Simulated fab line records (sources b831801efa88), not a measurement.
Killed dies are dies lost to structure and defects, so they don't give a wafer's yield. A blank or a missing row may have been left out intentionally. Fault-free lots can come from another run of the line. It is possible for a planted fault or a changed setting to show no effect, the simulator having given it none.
One fault seen from 2 desks -- flow gf180mcu -- what lay behind the numbers comes last; until then each desk has only its own

THE METROLOGY DESK
What the gauges read, lot by lot, whatever tool the lot ran on: means of the sampled wafers that have a number. The brackets show how far a lot's mean lies from the usual mean; more than 4 standard deviations puts the lot out of limits, marked OUT.
Columns: A = STI_OXIDATION_THK at GF_STI_THK_MEAS_02, usual 10.09 nm; B = MVPSD_TW at GF_MVPSD_TW_MEAS_11, usual 558; C = MVPSD_RS at GF_VT_IMPLANT_RS_MEAS_49, usual 1168.3 ohm/sq
lot,first seen here,A,B,C
L438,day 1 11:31,10.05,560,1165.5
L441,day 2 02:51,10.03,561,1166.6
L442,day 2 07:31,9.97,555,1167.7
L444,day 2 18:08,10.34,561,1167.0
L445,day 2 22:36,10.16,557,1170.4
L446,day 3 04:04,9.89,560,1167.3
L447,day 3 08:31,10.14,558,1164.9
L448,day 3 14:35,10.07,557,1174.1
L449,day 3 18:39,9.77,555,1167.3
L451,day 4 04:32,9.94,560,1166.2
L454,day 4 19:31,9.99,557,1168.5
L460,day 6 01:31,10.16,546 (-4.1) OUT,1250.9 (+28) OUT
L461,day 6 07:46,10.11,552,1243.5 (+26) OUT
This desk's result: L460, L461 out of limits, first on L460 (MVPSD_TW at GF_MVPSD_TW_MEAS_11), day 10 13:04. In limits: L438, L441, L442, L444, L445, L446, L447, L448, L449, L451, L454.

THE TOOL OWNER'S DESK: implanter-02
The tool's own readings at GF_MVPSD_IMPLANT_09: means of the sampled wafers that have a number, for each lot that ran on this tool. The brackets show how far a lot's mean lies from the usual mean; more than 4 standard deviations puts the lot out of limits, marked OUT.
Columns: A = dose-ions-cm2 at GF_MVPSD_IMPLANT_09, usual 5e+12; B = faraday-current-uA at GF_MVPSD_IMPLANT_09, usual 28.2
lot,first seen here,A,B
L444,day 6 10:11,5e+12,27.9
L449,day 7 18:30,5e+12,28.1
L454,day 9 00:32,5e+12,27.9
L460,day 10 12:49,3e+12 (-99 or more) OUT,18.7 (-16) OUT
L461,day 11 01:25,3e+12 (-99 or more) OUT,19.4 (-15) OUT
Finding of this desk: L460, L461 out of limits; the first was L460 at day 10 12:49, on dose-ions-cm2 at GF_MVPSD_IMPLANT_09. In limits: L444, L449, L454.

PUT TOGETHER
An alarm could have come from the tool owner's desk at day 10 12:49, on L460, L461.
L460, L461 would have let the metrology desk raise an alarm at day 10 13:04.
On implanter-02, each named lot ran GF_MVPSD_IMPLANT_09.

WHAT THE SIMULATOR HAD PUT IN
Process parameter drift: implanter-02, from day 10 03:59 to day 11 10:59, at GF_MVPSD_IMPLANT_09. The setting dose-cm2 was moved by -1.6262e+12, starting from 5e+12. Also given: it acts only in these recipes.
Lots struck among those shown: L460, L461.
Counting hours from when the fault started, the first reading out of limits came at 9 for the tool owner's desk and at 9 for the metrology desk.
